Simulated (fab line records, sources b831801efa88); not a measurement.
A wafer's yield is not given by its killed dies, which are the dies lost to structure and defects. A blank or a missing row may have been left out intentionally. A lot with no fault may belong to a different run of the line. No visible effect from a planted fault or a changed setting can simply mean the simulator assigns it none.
Which of the tools did it? ; flow sky130 ; 6 lots, 18 wafers sampled, at 4 steps of a route of 708

== WHAT THE GAUGES READ, wafer by wafer ==
SKY_SD_N_RS_MEAS_18: measures by four-point-probe.
lot;measured;on;RES_XHIGH_RS (ohm/sq)
L642;day 28 22:16;film-metro-03;334.7 334.6 334.7
L648;day 31 07:53;film-metro-03;331.0 331.2 329.9
L650;day 32 00:36;film-metro-03;317.9 316.7 316.2
L653;day 32 16:18;film-metro-04;318.1 317.9 318.1
L657;day 33 15:43;film-metro-02;335.9 335.4 334.8
L662;day 35 08:29;film-metro-03;332.5 330.9 331.8

== TOOL THAT RAN EACH LOT (tool first, then ch and the chambers of the sampled wafers, then the start) ==
lot;SKY_POLY_CUT_STRIP_12;SKY_RES_XHIGH_IMPLANT_07;SKY_SD_N_RTA_14
L642;plasma-asher-01 ch 0,1, day 25 08:37;implanter-02 ch 0, day 27 16:48;rtp-anneal-02 ch 0, day 28 21:51
L648;plasma-asher-04 ch 0,1, day 27 18:46;implanter-03 ch 0, day 30 02:39;rtp-anneal-02 ch 0, day 31 07:28
L650;plasma-asher-01 ch 0,1, day 28 10:16;implanter-03 ch 0, day 30 19:35;rtp-anneal-02 ch 0, day 32 00:08
L653;plasma-asher-02 ch 0,1, day 29 03:49;implanter-03 ch 0, day 31 12:02;rtp-anneal-02 ch 0, day 32 15:53
L657;plasma-asher-04 ch 0,1, day 30 04:56;implanter-01 ch 0, day 32 11:18;rtp-anneal-01 ch 0, day 33 15:16
L662;plasma-asher-02 ch 0, day 31 23:49;implanter-02 ch 0, day 34 05:26;rtp-anneal-02 ch 0, day 35 08:03
- SKY_POLY_CUT_STRIP_12: strips in O2/N2.
- SKY_RES_XHIGH_IMPLANT_07
- SKY_SD_N_RTA_14: time 2 s.

== THE ANSWER, worked out from the rows above alone ==
Rule: the usual values come from the lots themselves. The widest of any qualifying gaps counts: lots, ordered by their means at a reading, are off when they make up no more than a third of the lots, leave a main group of 4 or more, and stand apart from it by 3 or more times the standard deviation of that group's means. Not used: any main group whose means are identical at the precision the tables above print for the reading. A lot without any number at a reading at which 4 lots or more have one is off too. The other lots that the step has rows for count as sound.
Off: L650, L653, at SKY_SD_N_RS_MEAS_18 (RES_XHIGH_RS). The main group has a mean of 333.1 ohm/sq with a standard deviation of 2.
If a tool, at a process step before that reading, ran all the lots that are off and no sound lot after the first of them, it fits. Gauges at SKY_SD_N_RS_MEAS_18: tried the same way as those tools. One candidate fits, namely implanter-03 at SKY_RES_XHIGH_IMPLANT_07. A fault onset in the window from L648 (day 30 02:39, its last sound lot) to L650 (day 30 19:35, its first lot off) fits.

== WHAT WAS PUT IN BY THE SIMULATOR ==
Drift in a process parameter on implanter-03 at SKY_RES_XHIGH_IMPLANT_07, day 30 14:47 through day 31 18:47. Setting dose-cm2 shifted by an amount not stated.
Shown lots that were struck: L650, L653. The rule above reached the same finding.
